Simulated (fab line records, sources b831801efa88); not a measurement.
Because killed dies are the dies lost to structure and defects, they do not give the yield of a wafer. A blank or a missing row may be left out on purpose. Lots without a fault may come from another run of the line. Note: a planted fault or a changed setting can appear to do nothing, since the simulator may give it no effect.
Struck lot and sound lot, side by side + flow sky130 + 15 steps out of a route of 708
Sound: these wafers, L505.1, L505.3, L505.4. Struck: wafers L524.2, L524.3, L524.6. The cause comes at the end.
At each step with rows: each side's tool, then ch and its chambers, then its first start. Under that, the readings that differ: sound wafers + struck wafers + difference of the means + sigmas: that difference in standard deviations of wafers without a fault.
alike: readings with means less than 2 such deviations apart, plus words and numbers identical on both sides. not compared: withheld readings, readings lacking a value on some wafer, bounds such as >300 that could conceal the same value, and numbers that have no deviation in the record and whose values overlap.
Wherever a step has rows on one side only, a row that says differs or no value, or a row with sigmas, the two part there. Numbers that have no deviation but don't overlap get no sigmas and don't part them. A reading missing from all wafers of one side parts the sides only when that side holds two or more wafers.

SKY_LOCAL_INTERCONNECT_CD_MEAS_11 targets a cd of 170 nm.
  struck on cd_sem-01, day 38 05:21; sound on cd_sem-02, day 31 08:56
  alike: cd_nm
SKY_LOCAL_INTERCONNECT_OVL_MEAS_12:
  struck on overlay-01, day 38 05:28; sound on overlay-01, day 31 09:03
  alike: LOCAL_INTERCONNECT_OVL
SKY_LOCAL_INTERCONNECT_ETCH_13: etches BARC in N2/H2, stops on SiO2, time 45.9 s, target depth 60 nm.
  sound on rie_metal-02 ch 0,1, day 31 09:05; struck on rie_metal-03 ch 1, day 38 05:29
  alike: drypump_motor_current_A, h2_flow_sccm, n2_flow_sccm, oes_product_au, rf_fwd_power_W, throttle_valve_pct
  not compared: rf_hours_counter_h
SKY_LOCAL_INTERCONNECT_METAL_ETCH_14: etches TiN in Cl2/BCl3, stops on PSG, target depth 110 nm, time 31.4 s.
  sound on rie_metal-02 ch 0,1, day 31 09:09; struck on rie_metal-03 ch 1, day 38 05:33
  alike: bcl3_flow_sccm, drypump_motor_current_A, mfc_cl2_sccm, oes_product_au, rf_fwd_power_W, throttle_valve_pct
  not compared: rf_hours_counter_h
SKY_LOCAL_INTERCONNECT_STRIP_15: strips in O2/N2.
  sound on plasma_asher-01 ch 0,1, day 31 09:12; struck on plasma_asher-04 ch 1, day 38 05:36
  alike: drypump_motor_current_A, n2_flow_sccm, oes_product_au, strip_time_to_endpoint_s
  not compared: rf_hours_counter_h
then, 3 steps without rows for these wafers: SKY_LOCAL_INTERCONNECT_STRIP_16 (strips in post etch residue remover, time 1200 s); SKY_LOCAL_INTERCONNECT_CLEAN_17 (cleans in IPA, time 180 s); SKY_LOCAL_INTERCONNECT_CLEAN_18 (cleans in O3/DIW).
SKY_CONTACT_CVD_00: deposits Si3N4, target thk 75 nm.
  sound on pecvd-04 ch 0,1, day 31 09:47; struck on pecvd-03 ch 0,1,2, day 38 06:11
  alike: heater_power_w, rf_fwd_power_W
SKY_CONTACT_THK_MEAS_01:
  struck on film_metro-03, day 38 06:14; sound on film_metro-01, day 31 09:49
  alike: CONTACT_CVD_00_THK
then, 1 step without rows for these wafers: SKY_CONTACT_HDPCVD_02 (deposits SiO2, target thk 565 nm, time 94.2 s).
SKY_CONTACT_THK_MEAS_03:
  struck on film_metro-02, day 38 06:22; sound on film_metro-02, day 31 09:57
  alike: CONTACT_HDPCVD_THK
SKY_CONTACT_CMP_04: polishes SiO2.
  sound on cmp-01 ch 1,2,3, day 31 10:01; struck on cmp-01 ch 0,1,3, day 38 06:31
| reading                 | sound             | struck            | difference | sigmas      |
|-------------------------|-------------------|-------------------|------------|-------------|
| head_pressure_psi (psi) | 4.001 3.983 3.991 | 4.985 4.965 4.980 | +0.985     | +99 or more |
| time_to_endpoint_s (s)  | 77 86 81          | 67 65 67          | -15        | -4          |
  alike: motor_current_A, platen_rpm
SKY_CONTACT_BOW_MEAS_05:
  struck on film_metro-02, day 38 06:44; sound on film_metro-01, day 31 10:20
  alike: CONTACT_BOW
-- the record jumps here: 13 days lie between the struck wafers' starts before and after (it left off in module CONTACT and takes up again in module PAD_OPEN, whose first step shown is number 708 of the route) --
SKY_PAD_OPEN_PROBE_99:
  struck on prober-01, day 51 04:39; sound on prober-02, day 46 13:54
  alike: killed_at_M0_to_M3, killed_at_M4_up, killed_at_contacts, killed_at_front_end, killed_at_other, killed_dies, killed_open, killed_short

## WHERE THEY PART
SKY_CONTACT_CMP_04 only, going by this record. Later steps at which nothing parts them and some readings are alike: SKY_CONTACT_BOW_MEAS_05, SKY_PAD_OPEN_PROBE_99.

WHY: what the simulator had put in
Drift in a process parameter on cmp-01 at SKY_CONTACT_CMP_04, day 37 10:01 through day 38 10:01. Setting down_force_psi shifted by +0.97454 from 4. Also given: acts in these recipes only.
